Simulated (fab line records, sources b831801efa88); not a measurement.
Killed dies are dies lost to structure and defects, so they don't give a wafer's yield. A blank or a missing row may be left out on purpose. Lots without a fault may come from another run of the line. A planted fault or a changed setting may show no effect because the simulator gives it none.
Which tool did it? | flow sky130 | 13 lots, 39 wafers sampled, at 5 steps of a route of 708

WHAT THE GAUGES READ, wafer by wafer
The record holds no reading of a measuring or inspecting step that can be judged against a usual standard deviation.

WHICH TOOL RAN EACH LOT (tool, then ch and the chambers of the sampled wafers, then the start)
lot  | SKY_CONTACT_CVD_24            | SKY_CONTACT_CMP_27            | SKY_METAL1_SPUTTER_00        | SKY_METAL1_SPUTTER_02        | SKY_PAD_OPEN_PROBE_99
L820 | cvd_w-02 ch 0, day 31 22:14   | cmp-02 ch 0,1, day 31 22:32   | pvd_sputter-03, day 31 22:50 | pvd_sputter-03, day 31 22:53 | prober-01, day 45 23:02
L822 | cvd_w-01 ch 0,1, day 32 13:57 | cmp-02 ch 0,3, day 32 14:14   | pvd_sputter-02, day 32 14:32 | pvd_sputter-02, day 32 14:35 | prober-02, day 46 14:20
L821 | cvd_w-02 ch 0,1, day 32 14:19 | cmp-01 ch 1,2, day 32 14:37   | pvd_sputter-03, day 32 14:55 | pvd_sputter-03, day 32 14:57 | prober-01, day 46 17:09
L823 | cvd_w-02 ch 0, day 33 08:05   | cmp-01 ch 0,2,3, day 33 08:29 | pvd_sputter-01, day 33 08:47 | pvd_sputter-01, day 33 08:50 | prober-02, day 47 00:40
L825 | cvd_w-02 ch 0,1, day 34 04:56 | cmp-02 ch 1,3, day 34 05:15   | pvd_sputter-01, day 34 05:30 | pvd_sputter-01, day 34 05:32 | prober-01, day 47 18:28
L826 | cvd_w-01 ch 0,1, day 34 05:36 | cmp-01 ch 0,2,3, day 34 05:51 | pvd_sputter-02, day 34 06:09 | pvd_sputter-02, day 34 06:12 | prober-01, day 47 19:58
L828 | cvd_w-01 ch 0,1, day 34 20:56 | cmp-02 ch 0,2,3, day 34 21:13 | pvd_sputter-03, day 34 21:31 | pvd_sputter-03, day 34 21:34 | prober-01, day 48 08:32
L829 | cvd_w-02 ch 0,1, day 35 01:52 | cmp-01 ch 1,2, day 35 02:09   | -                            | -                            | prober-02, day 48 14:17
L830 | cvd_w-02 ch 0,1, day 35 18:17 | cmp-02 ch 2,3, day 35 18:38   | -                            | -                            | prober-01, day 48 20:00
L839 | cvd_w-01 ch 0,1, day 37 21:22 | cmp-01 ch 0,1,3, day 37 21:40 | pvd_sputter-01, day 37 21:59 | pvd_sputter-01, day 37 22:02 | prober-02, day 50 10:31
L841 | cvd_w-02 ch 0,1, day 38 16:01 | cmp-01 ch 1,3, day 38 16:20   | pvd_sputter-02, day 38 16:35 | pvd_sputter-02, day 38 16:37 | prober-01, day 50 19:46
L840 | cvd_w-02 ch 0,1, day 38 16:19 | cmp-01 ch 0,2,3, day 38 16:37 | pvd_sputter-01, day 38 16:55 | pvd_sputter-01, day 38 16:58 | prober-02, day 50 20:40
L842 | cvd_w-02 ch 0,1, day 38 20:35 | cmp-02 ch 0,1,3, day 38 20:52 | pvd_sputter-02, day 38 21:10 | pvd_sputter-02, day 38 21:13 | prober-01, day 51 00:06
- SKY_CONTACT_CVD_24: deposits W, target thk 340 nm, time 102.12 s.
- SKY_CONTACT_CMP_27: polishes, stops on SiO2, t overpolish 15 s, target thk 0 nm.
- SKY_METAL1_SPUTTER_00: material Ti, target thk 15 nm, time 10 s.
- SKY_METAL1_SPUTTER_02: material AlCu, target thk 250 nm, time 13.3 s.
- SKY_PAD_OPEN_PROBE_99

WHAT THE TOOLS THEMSELVES READ (means of the sampled wafers that have a number; where no wafer has one, the mark that the record gives instead)
SKY_CONTACT_CVD_24. Usual: heater_power_w 776 W, standard deviation 69.
lot  | tool     | heater_power_w (W) | flag
L820 | cvd_w-02 | 809                |
L822 | cvd_w-01 | 775                |
L821 | cvd_w-02 | 736                |
L823 | cvd_w-02 | 803                |
L825 | cvd_w-02 | 732                |
L826 | cvd_w-01 | 842                |
L828 | cvd_w-01 | 777                |
L829 | cvd_w-02 | 764                |
L830 | cvd_w-02 | 742                |
L839 | cvd_w-01 | 839                |
L841 | cvd_w-02 | 747                |
L840 | cvd_w-02 | 727                |
L842 | cvd_w-02 | 765                |

SKY_CONTACT_CMP_27. Usual: edge_zone_pressure_frac 1.001, standard deviation 0.0048; head_pressure_psi 3.500 psi, standard deviation 0.0083; motor_current_A 11.3 A, standard deviation 0.92; overpolish_run_s 14.999 s, standard deviation 0.0085; retaining_ring_pressure_frac 1.000, standard deviation 0.0047; time_to_endpoint_s 81 s, standard deviation 3.3.
lot  | tool   | edge_zone_pressure_frac | head_pressure_psi (psi) | motor_current_A (A) | overpolish_run_s (s) | retaining_ring_pressure_frac | time_to_endpoint_s (s) | flag
L820 | cmp-02 | 0.998                   | 3.497                   | 11.8                | 14.991               | 0.997                        | 81                     |
L822 | cmp-02 | 1.004                   | 3.496                   | 12.3                | 14.998               | 0.996                        | 82                     |
L821 | cmp-01 | 0.997                   | 3.507                   | 10.8                | 14.998               | 0.996                        | 83                     |
L823 | cmp-01 | 1.000                   | 3.501                   | 10.9                | 14.998               | 1.002                        | 79                     |
L825 | cmp-02 | 1.001                   | 3.503                   | 12.2                | 15.002               | 0.999                        | 81                     |
L826 | cmp-01 | 1.000                   | 3.505                   | 11.0                | 14.998               | 1.002                        | 79                     |
L828 | cmp-02 | 1.004                   | 3.507                   | 11.4                | 15.008               | 0.999                        | 81                     |
L829 | cmp-01 | -                       | -                       | -                   | -                    | -                            | -                      | OFF
L830 | cmp-02 | -                       | -                       | -                   | -                    | -                            | -                      | OFF
L839 | cmp-01 | 1.001                   | 3.497                   | 11.1                | 14.995               | 0.999                        | 82                     |
L841 | cmp-01 | 1.001                   | 3.512                   | 12.0                | 14.997               | 1.003                        | 80                     |
L840 | cmp-01 | 1.001                   | 3.482                   | 11.4                | 15.014               | 1.001                        | 74                     |
L842 | cmp-02 | 1.000                   | 3.501                   | 12.6                | 15.002               | 0.994                        | 81                     |

SKY_METAL1_SPUTTER_00. Usual: throttle_valve_pct 29.5 %, standard deviation 1.1.
lot  | tool           | throttle_valve_pct (%) | flag
L820 | pvd_sputter-03 | 29.4                   |
L822 | pvd_sputter-02 | 30.4                   |
L821 | pvd_sputter-03 | 29.4                   |
L823 | pvd_sputter-01 | 30.5                   |
L825 | pvd_sputter-01 | 29.5                   |
L826 | pvd_sputter-02 | 29.9                   |
L828 | pvd_sputter-03 | 29.9                   |
L839 | pvd_sputter-01 | 29.8                   |
L841 | pvd_sputter-02 | 29.1                   |
L840 | pvd_sputter-01 | 30.4                   |
L842 | pvd_sputter-02 | 29.0                   |

SKY_METAL1_SPUTTER_02. Usual: throttle_valve_pct 29.5 %, standard deviation 1.2.
lot  | tool           | throttle_valve_pct (%) | flag
L820 | pvd_sputter-03 | 29.4                   |
L822 | pvd_sputter-02 | 30.4                   |
L821 | pvd_sputter-03 | 29.4                   |
L823 | pvd_sputter-01 | 30.5                   |
L825 | pvd_sputter-01 | 29.7                   |
L826 | pvd_sputter-02 | 29.9                   |
L828 | pvd_sputter-03 | 30.0                   |
L839 | pvd_sputter-01 | 29.7                   |
L841 | pvd_sputter-02 | 29.0                   |
L840 | pvd_sputter-01 | 30.3                   |
L842 | pvd_sputter-02 | 29.0                   |

SKY_PAD_OPEN_PROBE_99. Usual: killed_at_M0_to_M3 44, standard deviation 6.5; killed_at_M4_up 3.0, standard deviation 1.5; killed_at_contacts 25, standard deviation 5.1; killed_at_front_end 14, standard deviation 4.1; killed_at_other 0.3, standard deviation 0.57; killed_dies 87, standard deviation 9.5; killed_on_rim 17, standard deviation 3.9; killed_open 48, standard deviation 6.8; killed_short 39, standard deviation 6.2.
lot  | tool      | killed_at_M0_to_M3 | killed_at_M4_up | killed_at_contacts | killed_at_front_end | killed_at_other | killed_dies | killed_on_rim | killed_open | killed_short | flag
L820 | prober-01 | 48                 | 2.3             | 27                 | 12                  | 0.3             | 90          | 17            | 50          | 39           |
L822 | prober-02 | 49                 | 2.3             | 26                 | 16                  | 0.3             | 93          | 17            | 49          | 44           |
L821 | prober-01 | 46                 | 3.3             | 25                 | 16                  | 0.7             | 90          | 20            | 52          | 38           |
L823 | prober-02 | 44                 | 3.0             | 27                 | 12                  | 0.7             | 86          | 16            | 49          | 37           |
L825 | prober-01 | 51                 | 4.0             | 26                 | 19                  | 0.3             | 99          | 24            | 53          | 46           |
L826 | prober-01 | 50                 | 3.3             | 23                 | 13                  | 0.3             | 91          | 21            | 47          | 43           |
L828 | prober-01 | 41                 | 3.3             | 23                 | 12                  | 0.3             | 80          | 19            | 41          | 38           |
L829 | prober-02 | 43                 | 3.3             | 432                | 14                  | 0.3             | 492         | 96            | 44          | 38           | OFF
L830 | prober-01 | 39                 | 4.0             | 436                | 13                  | 0.3             | 492         | 96            | 46          | 35           | OFF
L839 | prober-02 | 45                 | 2.3             | 26                 | 9                   | 0.0             | 83          | 13            | 47          | 35           |
L841 | prober-01 | 37                 | 2.7             | 22                 | 18                  | 0.7             | 80          | 13            | 41          | 39           |
L840 | prober-02 | 41                 | 2.3             | 19                 | 13                  | 0.0             | 74          | 16            | 39          | 35           |
L842 | prober-01 | 41                 | 2.7             | 25                 | 16                  | 0.0             | 84          | 17            | 46          | 38           |

THE ANSWER, worked out from the rows above alone
Rule: a lot is off if the mean of its wafers that have a number lies more than 3 standard deviations from the usual mean. A lot without any number at a reading at which 4 lots or more have one is off too. The other lots that the step has rows for count as sound. The gauges are gone through in route order, then the tools' own readings, and for those a lot's mean is taken as printed above. The first step at which some lot is off is used, and at that step the reading that is off furthest; a lot without a number counts as furthest.
Off: L829, L830, at SKY_CONTACT_CMP_27 (edge_zone_pressure_frac). Without a number there: L829, L830.
A tool fits if, at that step or a process step before it, it ran every lot that is off, and no sound lot after the first of them. None of those tried fits.

WHAT THE SIMULATOR HAD PUT IN
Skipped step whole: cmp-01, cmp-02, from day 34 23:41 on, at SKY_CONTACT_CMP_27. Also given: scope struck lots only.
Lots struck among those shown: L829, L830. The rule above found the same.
